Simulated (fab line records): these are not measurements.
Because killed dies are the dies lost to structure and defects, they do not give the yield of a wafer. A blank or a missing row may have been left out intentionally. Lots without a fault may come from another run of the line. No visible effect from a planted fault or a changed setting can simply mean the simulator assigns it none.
Matching of chambers || flow gf180mcu || 4 sister chambers for GF_V1_CMP_04 on cmp-02
The step polishes SiO2. 4 wafers are shown with their chamber, then 7 later ones without.

WAFERS WITH THEIR CHAMBER
{"wafer": "L433.5", "chamber": 2, "motorCurrentA (A)": 13.7}
{"wafer": "L444.5", "chamber": 0, "motorCurrentA (A)": 10.4}
{"wafer": "L445.1", "chamber": 1, "motorCurrentA (A)": 11.8}
{"wafer": "L445.2", "chamber": 3, "motorCurrentA (A)": 9.6}

WAFERS MISSING THEIR CHAMBER
{"wafer": "L445.4", "motorCurrentA (A)": 12.9}
{"wafer": "L446.2", "motorCurrentA (A)": 11.5}
{"wafer": "L446.3", "motorCurrentA (A)": 9.9}
{"wafer": "L446.5", "motorCurrentA (A)": 9.6}
{"wafer": "L453.1", "motorCurrentA (A)": 12.0}
{"wafer": "L453.4", "motorCurrentA (A)": 13.1}
{"wafer": "L453.5", "motorCurrentA (A)": 13.3}

EACH ONE'S CHAMBER
{"wafer": "L445.4", "from the rows above": "can't be placed: 2 or 1", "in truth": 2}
{"wafer": "L446.2", "from the rows above": "can't be placed: 1 or 0", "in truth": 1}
{"wafer": "L446.3", "from the rows above": "can't be placed: 3 or 0", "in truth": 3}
{"wafer": "L446.5", "from the rows above": "can't be placed: 3 or 0", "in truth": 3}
{"wafer": "L453.1", "from the rows above": 1, "in truth": 1}
{"wafer": "L453.4", "from the rows above": "can't be placed: 2 or 1", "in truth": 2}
{"wafer": "L453.5", "from the rows above": 2, "in truth": 2}
Placed correctly: 2 of 7. Unplaceable from these rows: 5, with the true chamber sitting among the candidates in 5. Placed wrongly: 0.
How it was worked out, from the rows above alone: a wafer's distance from a chamber is the root of the sum, over the readings, of the square of ((its reading less the chamber's mean) divided by the reading's scatter). The wafer belongs to the nearest chamber; if the next one is less than 2 further off, it can't be placed. Each chamber's mean is taken over the wafers shown for it. The scatter: with one shown wafer a chamber, the root of the mean of the squares of how far each hidden wafer lies from its nearest shown one.
